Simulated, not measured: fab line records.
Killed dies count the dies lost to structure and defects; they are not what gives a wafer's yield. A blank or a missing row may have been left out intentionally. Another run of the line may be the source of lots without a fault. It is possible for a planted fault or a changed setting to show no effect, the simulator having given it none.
Struck lot and sound lot, side by side ; flow sky130 ; 25 steps out of a route of 708
Sound: wafers L294.1, L294.4, L294.5. The struck wafers were L297.3, L297.4, L297.6. Last of all comes the cause.
For every step that has rows: the tool of each side, followed by ch and its chambers, followed by its first start. Under that, the readings that differ: sound wafers ; struck wafers ; difference of the means ; sigmas: that difference in standard deviations of wafers without a fault.
alike: a reading whose means differ by less than 2 such deviations, as well as words and numbers matching on both sides. not compared: withheld readings; readings where some wafer has no value; bounds like >300 that might hide an equal value; numbers whose values overlap and for which the record gives no deviation.
The two part at a step that has a row with sigmas, a row that says differs or no value, or rows on one side only. Numbers that have no deviation but don't overlap get no sigmas and don't part them. Lack of a reading on every wafer of one side parts them only where that side has two or more wafers.

SKY_VIA3_SPUTTER_20: material TiN, target thk 20 nm, time 80 s.
  sound on pvd sputter-03 at day 40 21:03; struck on pvd sputter-03 at day 42 01:55
reading;sound;struck;difference;sigmas
throttle valve pct (%);28.3 28.8 28.2;30.8 29.0 30.7;+1.7;+2
  alike: cathode dc power W, chamber pressure pa
SKY_VIA3_CVD_21: deposits W, target thk 390 nm, time 117.31 s.
  sound on cvd w-02 ch 0,1, day 40 21:07; struck on cvd w-02 ch 0,1, day 42 02:01
  alike: heater power w
  not compared: since wet clean h
SKY_VIA3_RS_MEAS_22: a four-point-probe measurement.
  sound on film metro-04 at day 40 21:14; struck on film metro-02 at day 42 02:08
  alike: VIA3_W_RS
SKY_VIA3_THK_MEAS_23: measures by xrf.
  sound on film metro-04 at day 40 21:22; struck on film metro-02 at day 42 02:14
  alike: VIA3_W_THK
SKY_VIA3_CMP_24: polishes, stops on SiO2, t overpolish 20 s, target thk 0 nm.
  sound on cmp-02 ch 0,1,3, day 40 21:25; struck on cmp-01 ch 1,2, day 42 02:31
  alike: motor current A, overpolish run s, time to endpoint s
then, 2 steps without rows for these wafers: SKY_METAL4_SPUTTER_00 (material Ti, target thk 15 nm, time 10 s); SKY_METAL4_SPUTTER_01 (material TiN, target thk 20 nm, time 16.7 s).
SKY_METAL4_SPUTTER_02: material AlCu, target thk 735 nm, time 39.1 s.
  sound on pvd sputter-04 at day 40 21:46; struck on pvd sputter-04 at day 42 02:49
  alike: cathode dc power W, chamber pressure pa, throttle valve pct
then, 3 steps without rows for these wafers: SKY_METAL4_SPUTTER_03 (material Ti, target thk 5 nm, time 3.3 s); SKY_METAL4_SPUTTER_04 (material TiN, target thk 70 nm, time 58.3 s); SKY_CAP2M_CVD_00 (deposits SiO2, target thk 15.5 nm).
SKY_CAP2M_THK_MEAS_01:
  sound on film metro-03 at day 40 21:53; struck on film metro-01 at day 42 02:58
  alike: CAP2M_CVD_00_THK
SKY_CAP2M_SPUTTER_02: material TiN, target thk 200 nm, time 166.7 s.
  sound on pvd sputter-01 at day 40 21:57; struck on pvd sputter-01 at day 42 03:00
  no value came back on the struck wafers for cathode dc power W (W), chamber pressure pa (Pa), throttle valve pct (%); on the sound wafers cathode dc power W (W) reads 6501.9 6500.0 6498.0
SKY_CAP2M_RS_MEAS_03: a four-point-probe measurement.
  sound on film metro-01 at day 40 22:04; struck on film metro-01 at day 42 03:09
reading;sound;struck;difference;sigmas
CAP2M_TIN_RS (ohm/sq);7.04 7.21 6.98;- - -;no value on the struck wafers;
SKY_CAP2M_THK_MEAS_04: measures by xrf.
  sound on film metro-01 at day 40 22:11; struck on film metro-01 at day 42 03:15
reading;sound;struck;difference;sigmas
CAP2M_TIN_THK (nm);192.9 188.8 195.7;<0.0 <0.0 <0.0;differs;
then, 7 steps without rows for these wafers: SKY_CAP2M_DEHYDRATE_05 (time 60 s); SKY_CAP2M_HMDS_06 (prime time 60 s); SKY_CAP2M_COAT_07 (resist thk 1140 nm); SKY_CAP2M_SOFTBAKE_08 (time 60 s); SKY_CAP2M_EXPOSE_09 (exposes mask CAP2M, target cd 1000 nm); SKY_CAP2M_PEB_10; SKY_CAP2M_DEVELOP_11 (develop time 60 s).
SKY_CAP2M_OVL_MEAS_12:
  sound on overlay-02 at day 41 21:26; struck on overlay-02 at day 43 02:05
  alike: CAP2M_OVL
SKY_CAP2M_METAL_ETCH_13: etches TiN in Cl2/BCl3, stops on SiO2, target depth 220 nm, time 62.9 s.
  sound on rie metal-03 ch 0,1, day 41 21:28; struck on rie metal-03 ch 0,1, day 43 02:08
reading;sound;struck;difference;sigmas
oes product au (a.u.);0.932 0.918 0.933;0.382 0.376 0.375;-0.550;-65
throttle valve pct (%);21.902 21.913 21.914;22.255 22.270 22.264;+0.353;+35
  alike: drypump motor current A
  not compared: rf hours counter h
SKY_CAP2M_STRIP_14: strips in O2/N2.
  sound on plasma asher-02 ch 0,1, day 41 21:32; struck on plasma asher-01 ch 0,1, day 43 02:14
  alike: drypump motor current A, oes product au, strip time to endpoint s
  not compared: rf hours counter h

WHERE THEY PART
At SKY_VIA3_SPUTTER_20 first; at SKY_CAP2M_METAL_ETCH_13 last (within this record only). Later steps at which nothing parts them and some readings are alike: SKY_CAP2M_STRIP_14.

WHY: whatever the simulator had introduced
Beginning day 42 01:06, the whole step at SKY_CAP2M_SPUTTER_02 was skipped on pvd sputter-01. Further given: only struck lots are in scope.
